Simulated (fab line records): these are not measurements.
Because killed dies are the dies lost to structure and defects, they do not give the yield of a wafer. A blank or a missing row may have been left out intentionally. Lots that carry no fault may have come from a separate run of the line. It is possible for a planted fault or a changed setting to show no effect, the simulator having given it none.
What tool caused it? :: flow sky130 :: 72 wafers from 24 lots sampled at 6 of the route's 708 steps

WHAT THE GAUGES READ, wafer by wafer
SKY_POLY_GATE_OVL_MEAS_14. Usual: POLY_GATE_OVL 3 nm, standard deviation 4.9.
lot: L074
measured: day 16 11:54
on: overlay-02
POLY_GATE_OVL (nm): 3 5 9
flag: 

lot: L075
measured: day 16 20:13
on: overlay-01
POLY_GATE_OVL (nm): 9 7 3
flag: 

lot: L076
measured: day 17 05:34
on: overlay-02
POLY_GATE_OVL (nm): -1 -2 0
flag: 

lot: L077
measured: day 17 07:19
on: overlay-02
POLY_GATE_OVL (nm): 7 -5 1
flag: 

lot: L079
measured: day 17 15:52
on: overlay-02
POLY_GATE_OVL (nm): 3 10 5
flag: 

lot: L078
measured: day 18 01:37
on: overlay-01
POLY_GATE_OVL (nm): 9 4 7
flag: 

lot: L080
measured: day 18 13:36
on: overlay-01
POLY_GATE_OVL (nm): -1 12 9
flag: 

lot: L081
measured: day 19 02:24
on: overlay-02
POLY_GATE_OVL (nm): 1 2 -3
flag: 

lot: L082
measured: day 20 03:31
on: overlay-01
POLY_GATE_OVL (nm): 0 1 5
flag: 

lot: L083
measured: day 20 03:52
on: overlay-01
POLY_GATE_OVL (nm): 3 3 6
flag: 

lot: L084
measured: day 20 16:49
on: overlay-02
POLY_GATE_OVL (nm): 2 13 -1
flag: 

lot: L087
measured: day 25 07:31
on: overlay-02
POLY_GATE_OVL (nm): 4 -8 5
flag: 

lot: L089
measured: day 25 07:54
on: overlay-02
POLY_GATE_OVL (nm): 5 10 8
flag: 

lot: L086
measured: day 25 08:15
on: overlay-01
POLY_GATE_OVL (nm): 8 14 8
flag: 

lot: L093
measured: day 25 08:27
on: overlay-02
POLY_GATE_OVL (nm): -7 -1 0
flag: 

lot: L088
measured: day 25 08:37
on: overlay-01
POLY_GATE_OVL (nm): 10 1 3
flag: 

lot: L085
measured: day 25 08:40
on: overlay-02
POLY_GATE_OVL (nm): 7 12 8
flag: 

lot: L095
measured: day 25 08:57
on: overlay-01
POLY_GATE_OVL (nm): 0 0 -1
flag: 

lot: L090
measured: day 25 09:00
on: overlay-02
POLY_GATE_OVL (nm): 1 5 3
flag: 

lot: L091
measured: day 25 09:22
on: overlay-02
POLY_GATE_OVL (nm): 2 1 -3
flag: 

lot: L094
measured: day 25 09:37
on: overlay-01
POLY_GATE_OVL (nm): -9 5 6
flag: 

lot: L092
measured: day 25 09:43
on: overlay-02
POLY_GATE_OVL (nm): -1 3 0
flag: 

lot: L097
measured: day 25 09:57
on: overlay-01
POLY_GATE_OVL (nm): -5 10 7
flag: 

lot: L096
measured: day 25 10:07
on: overlay-01
POLY_GATE_OVL (nm): 0 7 5
flag: 

SKY_LI_CONTACT_THK_MEAS_23: measures by xrf. Usual: LI_CONTACT_W_THK 417 nm, standard deviation 6.8.
lot: L074
measured: day 30 09:36
on: filmMetro-04
LI_CONTACT_W_THK (nm): 417 427 422
flag: 

lot: L075
measured: day 30 09:15
on: filmMetro-04
LI_CONTACT_W_THK (nm): 423 417 416
flag: 

lot: L076
measured: day 30 11:31
on: filmMetro-04
LI_CONTACT_W_THK (nm): 416 415 418
flag: 

lot: L077
measured: day 30 11:01
on: filmMetro-02
LI_CONTACT_W_THK (nm): 424 413 416
flag: 

lot: L079
measured: day 30 10:33
on: filmMetro-04
LI_CONTACT_W_THK (nm): 413 415 422
flag: 

lot: L078
measured: day 30 12:02
on: filmMetro-04
LI_CONTACT_W_THK (nm): 421 415 414
flag: 

lot: L080
measured: day 30 12:02
on: filmMetro-02
LI_CONTACT_W_THK (nm): 421 423 418
flag: 

lot: L081
measured: day 30 17:05
on: filmMetro-03
LI_CONTACT_W_THK (nm): 423 422 416
flag: 

lot: L082
measured: day 31 20:58
on: filmMetro-02
LI_CONTACT_W_THK (nm): 412 410 407
flag: 

lot: L083
measured: day 31 23:02
on: filmMetro-02
LI_CONTACT_W_THK (nm): 408 411 412
flag: 

lot: L084
measured: day 32 07:50
on: filmMetro-03
LI_CONTACT_W_THK (nm): 419 416 416
flag: 

lot: L087
measured: day 37 02:06
on: filmMetro-04
LI_CONTACT_W_THK (nm): 420 410 419
flag: 

lot: L089
measured: day 37 02:15
on: filmMetro-03
LI_CONTACT_W_THK (nm): 416 427 430
flag: 

lot: L086
measured: day 37 00:48
on: filmMetro-04
LI_CONTACT_W_THK (nm): 412 417 417
flag: 

lot: L093
measured: day 37 02:26
on: filmMetro-04
LI_CONTACT_W_THK (nm): 411 412 411
flag: 

lot: L088
measured: day 37 02:49
on: filmMetro-02
LI_CONTACT_W_THK (nm): 410 405 406
flag: 

lot: L085
measured: day 37 04:06
on: filmMetro-03
LI_CONTACT_W_THK (nm): 428 429 428
flag: 

lot: L095
measured: day 37 04:48
on: filmMetro-04
LI_CONTACT_W_THK (nm): 416 417 409
flag: 

lot: L090
measured: day 37 06:01
on: filmMetro-04
LI_CONTACT_W_THK (nm): 415 411 418
flag: 

lot: L091
measured: day 37 05:04
on: filmMetro-02
LI_CONTACT_W_THK (nm): 401 411 408
flag: 

lot: L094
measured: day 37 06:52
on: filmMetro-02
LI_CONTACT_W_THK (nm): 406 409 407
flag: 

lot: L092
measured: day 37 10:34
on: filmMetro-02
LI_CONTACT_W_THK (nm): 410 407 415
flag: 

lot: L097
measured: day 37 08:03
on: filmMetro-03
LI_CONTACT_W_THK (nm): 430 431 428
flag: 

lot: L096
measured: day 37 07:43
on: filmMetro-04
LI_CONTACT_W_THK (nm): 411 419 414
flag: 

SKY_CONTACT_THK_MEAS_26: measures by xrf. Usual: CONTACT_W_THK 345 nm, standard deviation 5.3.
lot: L074
measured: day 32 21:10
on: filmMetro-01
CONTACT_W_THK (nm): 348 349 356
flag: 

lot: L075
measured: day 32 19:55
on: filmMetro-02
CONTACT_W_THK (nm): 341 346 346
flag: 

lot: L076
measured: day 32 21:56
on: filmMetro-01
CONTACT_W_THK (nm): 350 348 349
flag: 

lot: L077
measured: day 32 21:36
on: filmMetro-02
CONTACT_W_THK (nm): 350 351 351
flag: 

lot: L079
measured: day 32 21:22
on: filmMetro-04
CONTACT_W_THK (nm): 347 344 348
flag: 

lot: L078
measured: day 32 22:14
on: filmMetro-02
CONTACT_W_THK (nm): 356 350 352
flag: 

lot: L080
measured: day 32 22:16
on: filmMetro-01
CONTACT_W_THK (nm): 346 342 348
flag: 

lot: L081
measured: day 33 02:01
on: filmMetro-01
CONTACT_W_THK (nm): 341 345 347
flag: 

lot: L082
measured: day 34 05:30
on: filmMetro-04
CONTACT_W_THK (nm): 345 348 355
flag: 

lot: L083
measured: day 34 07:27
on: filmMetro-04
CONTACT_W_THK (nm): 349 348 348
flag: 

lot: L084
measured: day 34 14:29
on: filmMetro-04
CONTACT_W_THK (nm): 350 346 350
flag: 

lot: L087
measured: day 39 06:52
on: filmMetro-04
CONTACT_W_THK (nm): 340 350 340
flag: 

lot: L089
measured: day 39 06:45
on: filmMetro-01
CONTACT_W_THK (nm): 343 343 341
flag: 

lot: L086
measured: day 39 04:37
on: filmMetro-01
CONTACT_W_THK (nm): 356 350 355
flag: 

lot: L093
measured: day 39 07:36
on: filmMetro-04
CONTACT_W_THK (nm): 350 345 349
flag: 

lot: L088
measured: day 39 07:53
on: filmMetro-02
CONTACT_W_THK (nm): 344 339 338
flag: 

lot: L085
measured: day 39 07:59
on: filmMetro-01
CONTACT_W_THK (nm): 342 349 339
flag: 

lot: L095
measured: day 39 08:21
on: filmMetro-02
CONTACT_W_THK (nm): 342 342 343
flag: 

lot: L090
measured: day 39 10:40
on: filmMetro-01
CONTACT_W_THK (nm): 345 338 336
flag: 

lot: L091
measured: day 39 08:40
on: filmMetro-02
CONTACT_W_THK (nm): 346 342 338
flag: 

lot: L094
measured: day 39 10:52
on: filmMetro-01
CONTACT_W_THK (nm): 345 343 339
flag: 

lot: L092
measured: day 39 13:52
on: filmMetro-01
CONTACT_W_THK (nm): 349 346 343
flag: 

lot: L097
measured: day 39 12:27
on: filmMetro-01
CONTACT_W_THK (nm): 342 347 339
flag: 

lot: L096
measured: day 39 12:08
on: filmMetro-02
CONTACT_W_THK (nm): 333 342 341
flag: 

SKY_VIA2_THK_MEAS_01. Usual: VIA2_HDPCVD_THK 1181 nm, standard deviation 13.
lot: L074
measured: day 36 07:19
on: filmMetro-02
VIA2_HDPCVD_THK (nm): 1175 1172 1193
flag: 

lot: L075
measured: day 36 05:51
on: filmMetro-01
VIA2_HDPCVD_THK (nm): 1170 1167 1192
flag: 

lot: L076
measured: day 36 09:11
on: filmMetro-01
VIA2_HDPCVD_THK (nm): 1172 1192 1166
flag: 

lot: L077
measured: day 36 07:35
on: filmMetro-04
VIA2_HDPCVD_THK (nm): 1185 1171 1183
flag: 

lot: L079
measured: day 36 06:54
on: filmMetro-01
VIA2_HDPCVD_THK (nm): 1202 1173 1197
flag: 

lot: L078
measured: day 36 08:54
on: filmMetro-01
VIA2_HDPCVD_THK (nm): 1160 1176 1168
flag: 

lot: L080
measured: day 36 09:30
on: filmMetro-04
VIA2_HDPCVD_THK (nm): 1157 1166 1141
flag: 

lot: L081
measured: day 36 12:06
on: filmMetro-04
VIA2_HDPCVD_THK (nm): 1212 1185 1196
flag: 

lot: L082
measured: day 37 16:19
on: filmMetro-01
VIA2_HDPCVD_THK (nm): 1182 1204 1167
flag: 

lot: L083
measured: day 37 17:19
on: filmMetro-01
VIA2_HDPCVD_THK (nm): 1195 1194 1194
flag: 

lot: L084
measured: day 37 22:44
on: filmMetro-01
VIA2_HDPCVD_THK (nm): 1170 1180 1199
flag: 

lot: L087
measured: day 42 11:45
on: filmMetro-01
VIA2_HDPCVD_THK (nm): 1183 1183 1170
flag: 

lot: L089
measured: day 42 10:56
on: filmMetro-04
VIA2_HDPCVD_THK (nm): 1178 1195 1174
flag: 

lot: L086
measured: day 42 07:45
on: filmMetro-04
VIA2_HDPCVD_THK (nm): 1196 1182 1180
flag: 

lot: L093
measured: day 42 12:24
on: filmMetro-02
VIA2_HDPCVD_THK (nm): 1176 1179 1186
flag: 

lot: L088
measured: day 42 12:31
on: filmMetro-01
VIA2_HDPCVD_THK (nm): 1193 1184 1180
flag: 

lot: L085
measured: day 42 13:07
on: filmMetro-01
VIA2_HDPCVD_THK (nm): 1199 1202 1190
flag: 

lot: L095
measured: day 42 13:27
on: filmMetro-02
VIA2_HDPCVD_THK (nm): 1179 1203 1199
flag: 

lot: L090
measured: day 42 16:32
on: filmMetro-04
VIA2_HDPCVD_THK (nm): 1174 1184 1173
flag: 

lot: L091
measured: day 42 14:52
on: filmMetro-02
VIA2_HDPCVD_THK (nm): 1183 1180 1180
flag: 

lot: L094
measured: day 42 16:38
on: filmMetro-02
VIA2_HDPCVD_THK (nm): 1204 1186 1214
flag: 

lot: L092
measured: day 42 19:59
on: filmMetro-02
VIA2_HDPCVD_THK (nm): 1188 1170 1188
flag: 

lot: L097
measured: day 42 17:56
on: filmMetro-02
VIA2_HDPCVD_THK (nm): 1191 1191 1199
flag: 

lot: L096
measured: day 42 17:48
on: filmMetro-01
VIA2_HDPCVD_THK (nm): 1169 1180 1172
flag: 

WHICH TOOL RAN EACH LOT (tool, then ch and the chambers of the sampled wafers, then the start)
lot: L074
SKY_METAL2_SPUTTER_04: pvdSputter-03, day 35 04:38
SKY_METAL2_ETCH_18: rieMetal-02 ch 0, day 36 06:26

lot: L075
SKY_METAL2_SPUTTER_04: pvdSputter-03, day 35 03:21
SKY_METAL2_ETCH_18: rieMetal-01 ch 0,1, day 36 04:58

lot: L076
SKY_METAL2_SPUTTER_04: pvdSputter-04, day 35 05:53
SKY_METAL2_ETCH_18: rieMetal-02 ch 0,1, day 36 08:16

lot: L077
SKY_METAL2_SPUTTER_04: pvdSputter-04, day 35 04:45
SKY_METAL2_ETCH_18: rieMetal-04 ch 0,1, day 36 06:41

lot: L079
SKY_METAL2_SPUTTER_04: pvdSputter-02, day 35 04:24
SKY_METAL2_ETCH_18: rieMetal-01 ch 0,1, day 36 06:01

lot: L078
SKY_METAL2_SPUTTER_04: pvdSputter-03, day 35 05:42
SKY_METAL2_ETCH_18: rieMetal-01 ch 0, day 36 07:55

lot: L080
SKY_METAL2_SPUTTER_04: pvdSputter-02, day 35 06:32
SKY_METAL2_ETCH_18: rieMetal-04 ch 0,1, day 36 08:37

lot: L081
SKY_METAL2_SPUTTER_04: pvdSputter-02, day 35 09:12
SKY_METAL2_ETCH_18: rieMetal-01 ch 1, day 36 11:13

lot: L082
SKY_METAL2_SPUTTER_04: pvdSputter-03, day 36 12:59
SKY_METAL2_ETCH_18: rieMetal-01 ch 0,1, day 37 15:25

lot: L083
SKY_METAL2_SPUTTER_04: pvdSputter-03, day 36 15:03
SKY_METAL2_ETCH_18: rieMetal-04 ch 0,1, day 37 16:25

lot: L084
SKY_METAL2_SPUTTER_04: pvdSputter-02, day 36 21:12
SKY_METAL2_ETCH_18: rieMetal-02 ch 0,1, day 37 21:49

lot: L087
SKY_METAL2_SPUTTER_04: pvdSputter-04, day 41 10:20
SKY_METAL2_ETCH_18: rieMetal-01 ch 0,1, day 42 10:52

lot: L089
SKY_METAL2_SPUTTER_04: pvdSputter-03, day 41 10:05
SKY_METAL2_ETCH_18: rieMetal-04 ch 1, day 42 10:04

lot: L086
SKY_METAL2_SPUTTER_04: pvdSputter-03, day 41 07:17
SKY_METAL2_ETCH_18: rieMetal-01 ch 0,1, day 42 06:53

lot: L093
SKY_METAL2_SPUTTER_04: pvdSputter-03, day 41 11:33
SKY_METAL2_ETCH_18: rieMetal-02 ch 0,1, day 42 11:32

lot: L088
SKY_METAL2_SPUTTER_04: pvdSputter-02, day 41 11:53
SKY_METAL2_ETCH_18: rieMetal-04 ch 0,1, day 42 11:38

lot: L085
SKY_METAL2_SPUTTER_04: pvdSputter-04, day 41 12:16
SKY_METAL2_ETCH_18: rieMetal-02 ch 0,1, day 42 12:14

lot: L095
SKY_METAL2_SPUTTER_04: pvdSputter-03, day 41 13:10
SKY_METAL2_ETCH_18: rieMetal-01 ch 0,1, day 42 12:35

lot: L090
SKY_METAL2_SPUTTER_04: pvdSputter-03, day 41 15:04
SKY_METAL2_ETCH_18: rieMetal-04 ch 0,1, day 42 15:16

lot: L091
SKY_METAL2_SPUTTER_04: pvdSputter-04, day 41 13:34
SKY_METAL2_ETCH_18: rieMetal-02 ch 0,1, day 42 13:59

lot: L094
SKY_METAL2_SPUTTER_04: pvdSputter-02, day 41 15:10
SKY_METAL2_ETCH_18: rieMetal-02 ch 0,1, day 42 15:29

lot: L092
SKY_METAL2_SPUTTER_04: pvdSputter-03, day 41 17:52
SKY_METAL2_ETCH_18: rieMetal-02 ch 0,1, day 42 18:30

lot: L097
SKY_METAL2_SPUTTER_04: pvdSputter-04, day 41 16:49
SKY_METAL2_ETCH_18: rieMetal-02 ch 0,1, day 42 16:58

lot: L096
SKY_METAL2_SPUTTER_04: pvdSputter-03, day 41 16:12
SKY_METAL2_ETCH_18: rieMetal-04 ch 0, day 42 16:16
- SKY_METAL2_SPUTTER_04: material TiN, target thk 70 nm, time 58.3 s.
- SKY_METAL2_ETCH_18: etches BARC in N2/H2, stops on SiO2, time 45.9 s, target depth 60 nm.

AS READ BY THE TOOLS THEMSELVES (means over the sampled wafers that have a number; for cases with no such wafer, the mark the record gives instead)
SKY_METAL2_SPUTTER_04. Usual: cathodeDcPowerW 6499.8 W, standard deviation 1.1; throttleValvePct 29.8 %, standard deviation 1.2.
lot: L074
tool: pvdSputter-03
cathodeDcPowerW (W): 6499.7
throttleValvePct (%): 30.1
flag: 

lot: L075
tool: pvdSputter-03
cathodeDcPowerW (W): 6499.8
throttleValvePct (%): 29.2
flag: 

lot: L076
tool: pvdSputter-04
cathodeDcPowerW (W): 6500.9
throttleValvePct (%): 30.5
flag: 

lot: L077
tool: pvdSputter-04
cathodeDcPowerW (W): 6500.5
throttleValvePct (%): 31.1
flag: 

lot: L079
tool: pvdSputter-02
cathodeDcPowerW (W): 6499.7
throttleValvePct (%): 29.2
flag: 

lot: L078
tool: pvdSputter-03
cathodeDcPowerW (W): 6500.0
throttleValvePct (%): 27.8
flag: 

lot: L080
tool: pvdSputter-02
cathodeDcPowerW (W): 6499.4
throttleValvePct (%): 29.7
flag: 

lot: L081
tool: pvdSputter-02
cathodeDcPowerW (W): 6499.5
throttleValvePct (%): 29.5
flag: 

lot: L082
tool: pvdSputter-03
cathodeDcPowerW (W): 6499.3
throttleValvePct (%): 29.4
flag: 

lot: L083
tool: pvdSputter-03
cathodeDcPowerW (W): 6499.4
throttleValvePct (%): 28.1
flag: 

lot: L084
tool: pvdSputter-02
cathodeDcPowerW (W): 6499.6
throttleValvePct (%): 30.4
flag: 

lot: L087
tool: pvdSputter-04
cathodeDcPowerW (W): 6498.7
throttleValvePct (%): 30.1
flag: 

lot: L089
tool: pvdSputter-03
cathodeDcPowerW (W): 6499.8
throttleValvePct (%): 30.4
flag: 

lot: L086
tool: pvdSputter-03
cathodeDcPowerW (W): 6500.3
throttleValvePct (%): 28.7
flag: 

lot: L093
tool: pvdSputter-03
cathodeDcPowerW (W): 6499.9
throttleValvePct (%): 29.8
flag: 

lot: L088
tool: pvdSputter-02
cathodeDcPowerW (W): 6499.7
throttleValvePct (%): 30.8
flag: 

lot: L085
tool: pvdSputter-04
cathodeDcPowerW (W): 6500.1
throttleValvePct (%): 30.6
flag: 

lot: L095
tool: pvdSputter-03
cathodeDcPowerW (W): 6498.7
throttleValvePct (%): 28.4
flag: 

lot: L090
tool: pvdSputter-03
cathodeDcPowerW (W): 6500.3
throttleValvePct (%): 30.5
flag: 

lot: L091
tool: pvdSputter-04
cathodeDcPowerW (W): 6499.8
throttleValvePct (%): 30.5
flag: 

lot: L094
tool: pvdSputter-02
cathodeDcPowerW (W): 6499.4
throttleValvePct (%): 30.4
flag: 

lot: L092
tool: pvdSputter-03
cathodeDcPowerW (W): 6501.0
throttleValvePct (%): 29.6
flag: 

lot: L097
tool: pvdSputter-04
cathodeDcPowerW (W): 6499.0
throttleValvePct (%): 31.2
flag: 

lot: L096
tool: pvdSputter-03
cathodeDcPowerW (W): 6499.4
throttleValvePct (%): 29.9
flag: 

SKY_METAL2_ETCH_18. Usual: drypumpMotorCurrentA 5.8 A, standard deviation 0.55; oesProductAu 0.856 a.u., standard deviation 0.0046; throttleValvePct 13.225 %, standard deviation 0.0083.
lot: L074
tool: rieMetal-02
drypumpMotorCurrentA (A): 5.7
oesProductAu (a.u.): 0.853
throttleValvePct (%): 13.225
flag: 

lot: L075
tool: rieMetal-01
drypumpMotorCurrentA (A): 6.1
oesProductAu (a.u.): 0.861
throttleValvePct (%): 13.226
flag: 

lot: L076
tool: rieMetal-02
drypumpMotorCurrentA (A): 5.8
oesProductAu (a.u.): 0.857
throttleValvePct (%): 13.224
flag: 

lot: L077
tool: rieMetal-04
drypumpMotorCurrentA (A): 5.1
oesProductAu (a.u.): 0.856
throttleValvePct (%): 13.221
flag: 

lot: L079
tool: rieMetal-01
drypumpMotorCurrentA (A): 6.1
oesProductAu (a.u.): 0.857
throttleValvePct (%): 13.230
flag: 

lot: L078
tool: rieMetal-01
drypumpMotorCurrentA (A): 6.3
oesProductAu (a.u.): 0.852
throttleValvePct (%): 13.229
flag: 

lot: L080
tool: rieMetal-04
drypumpMotorCurrentA (A): 5.1
oesProductAu (a.u.): 0.855
throttleValvePct (%): 13.233
flag: 

lot: L081
tool: rieMetal-01
drypumpMotorCurrentA (A): 5.8
oesProductAu (a.u.): 0.859
throttleValvePct (%): 13.237
flag: 

lot: L082
tool: rieMetal-01
drypumpMotorCurrentA (A): 5.9
oesProductAu (a.u.): 0.858
throttleValvePct (%): 13.230
flag: 

lot: L083
tool: rieMetal-04
drypumpMotorCurrentA (A): 5.7
oesProductAu (a.u.): 0.858
throttleValvePct (%): 13.229
flag: 

lot: L084
tool: rieMetal-02
drypumpMotorCurrentA (A): 5.9
oesProductAu (a.u.): 0.849
throttleValvePct (%): 13.224
flag: 

lot: L087
tool: rieMetal-01
drypumpMotorCurrentA (A): 6.0
oesProductAu (a.u.): 0.853
throttleValvePct (%): 13.232
flag: 

lot: L089
tool: rieMetal-04
drypumpMotorCurrentA (A): 6.2
oesProductAu (a.u.): 0.857
throttleValvePct (%): 13.226
flag: 

lot: L086
tool: rieMetal-01
drypumpMotorCurrentA (A): 6.1
oesProductAu (a.u.): 0.857
throttleValvePct (%): 13.217
flag: 

lot: L093
tool: rieMetal-02
drypumpMotorCurrentA (A): 5.8
oesProductAu (a.u.): 0.853
throttleValvePct (%): 13.226
flag: 

lot: L088
tool: rieMetal-04
drypumpMotorCurrentA (A): 5.1
oesProductAu (a.u.): 0.851
throttleValvePct (%): 13.234
flag: 

lot: L085
tool: rieMetal-02
drypumpMotorCurrentA (A): 5.9
oesProductAu (a.u.): 0.860
throttleValvePct (%): 13.228
flag: 

lot: L095
tool: rieMetal-01
drypumpMotorCurrentA (A): 6.1
oesProductAu (a.u.): 0.854
throttleValvePct (%): 13.222
flag: 

lot: L090
tool: rieMetal-04
drypumpMotorCurrentA (A): 5.7
oesProductAu (a.u.): 0.855
throttleValvePct (%): 13.232
flag: 

lot: L091
tool: rieMetal-02
drypumpMotorCurrentA (A): 5.9
oesProductAu (a.u.): 0.856
throttleValvePct (%): 13.228
flag: 

lot: L094
tool: rieMetal-02
drypumpMotorCurrentA (A): 5.9
oesProductAu (a.u.): 0.857
throttleValvePct (%): 13.229
flag: 

lot: L092
tool: rieMetal-02
drypumpMotorCurrentA (A): 6.0
oesProductAu (a.u.): 0.853
throttleValvePct (%): 13.229
flag: 

lot: L097
tool: rieMetal-02
drypumpMotorCurrentA (A): 5.8
oesProductAu (a.u.): 0.858
throttleValvePct (%): 13.219
flag: 

lot: L096
tool: rieMetal-04
drypumpMotorCurrentA (A): 4.6
oesProductAu (a.u.): 0.859
throttleValvePct (%): 13.220
flag: 

THE ANSWER, worked out from the rows above alone
Rule: lot off if the mean of its wafers having a number is beyond 3 standard deviations from the usual mean. Also off: a lot with no number at a reading for which 4 or more lots have one. All remaining lots with rows at the step are treated as sound. After the gauges, taken in route order, come the tools' own readings; for these a lot's mean is taken, as printed above. The first step at which some lot is off is used, and at that step the reading that is off furthest; a lot without a number counts as furthest.
Nothing can be told from this: no lot is off at any reading shown.

WHAT WAS PUT IN BY THE SIMULATOR
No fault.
